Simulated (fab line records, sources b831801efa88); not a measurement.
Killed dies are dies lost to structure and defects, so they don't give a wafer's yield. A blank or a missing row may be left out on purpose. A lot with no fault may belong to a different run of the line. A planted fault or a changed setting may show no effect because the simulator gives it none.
Check of tool commonality	flow gf180mcu	42 wafers sampled across 14 lots

## WHAT PROMPTED THE OPENING
Of 14 lots, 2 have the reading HV_LDD_2_TW flagged at GF_HV_LDD_TW_MEAS_23. No-fault wafers: 1061, standard deviation 5.9.
Rule: a lot is flagged when every wafer of it that has a number lies more than 4 standard deviations from that mean, or none has a number. All remaining lots are regarded as sound.

lot	measured	on	HV_LDD_2_TW, wafer by wafer	flag
L805	day 11 04:26	film-metro-02	1062 1058 1067	
L806	day 11 05:20	film-metro-04	1047 1052 1053	
L808	day 11 17:05	film-metro-01	1060 1061 1066	
L812	day 13 04:08	film-metro-01	30 30 30	FLAGGED
L813	day 13 04:53	film-metro-02	30 30 30	FLAGGED
L818	day 14 23:07	film-metro-02	1065 1068 1059	
L821	day 16 03:51	film-metro-02	1065 1067 1061	
L820	day 16 04:20	film-metro-01	1068 1075 1076	
L822	day 16 15:29	film-metro-02	1061 1069 1065	
L824	day 17 00:32	film-metro-02	1057 1052 1058	
L825	day 17 09:18	film-metro-02	1056 1052 1056	
L826	day 17 14:55	film-metro-01	1056 1062 1059	
L827	day 17 17:40	film-metro-04	1059 1062 1065	
L828	day 18 05:05	film-metro-04	1059 1053 1057	
Averaged over the flagged lots the numbers come to 30, -1031 from the usual (-99 or more standard deviations).

## WHICH TOOL EACH LOT WENT THROUGH
The record holds 1 process step before the reading, out of a route of 602 steps. Read each cell as the tool, then ch plus the chambers that the sampled wafers visited, then the start.
lot	flag	GF_HV_LDD_IMPLANT_21
L805		implanter-03 ch 0, day 11 04:12
L806		implanter-04 ch 0, day 11 05:05
L808		implanter-04 ch 0, day 11 16:50
L812	FLAGGED	implanter-04, day 13 03:53
L813	FLAGGED	implanter-03, day 13 04:38
L818		implanter-04 ch 0, day 14 22:49
L821		implanter-04 ch 0, day 16 03:37
L820		implanter-01 ch 0, day 16 04:05
L822		implanter-01 ch 0, day 16 15:14
L824		implanter-04 ch 0, day 17 00:17
L825		implanter-03 ch 0, day 17 09:03
L826		implanter-03 ch 0, day 17 14:40
L827		implanter-03 ch 0, day 17 17:25
L828		implanter-04 ch 0, day 18 04:50
What these steps do:
- GF_HV_LDD_IMPLANT_21
- GF_HV_LDD_TW_MEAS_23

## FLAGGED AGAINST TOTAL, ONE TOOL AT A TIME (gauges that did the reading follow at the end)
step	tool	lots run	flagged	share of the flagged lots	sound lots run after its first flagged lot
GF_HV_LDD_IMPLANT_21	implanter-01	2	0	none	-
GF_HV_LDD_IMPLANT_21	implanter-03	5	1	some	3 (L825,L826,L827)
GF_HV_LDD_IMPLANT_21	implanter-04	7	1	some	4 (L818,L821,L824,L828)
GF_HV_LDD_TW_MEAS_23	film-metro-01	4	1	some	2 (L820,L826)
GF_HV_LDD_TW_MEAS_23	film-metro-02	7	1	some	5 (L818,L821,L822,L824,L825)
GF_HV_LDD_TW_MEAS_23	film-metro-04	3	0	none	-

## WHAT THE TABLE PERMITS
No row of the table ran every flagged lot.

## WHAT WAS PUT IN BY THE SIMULATOR
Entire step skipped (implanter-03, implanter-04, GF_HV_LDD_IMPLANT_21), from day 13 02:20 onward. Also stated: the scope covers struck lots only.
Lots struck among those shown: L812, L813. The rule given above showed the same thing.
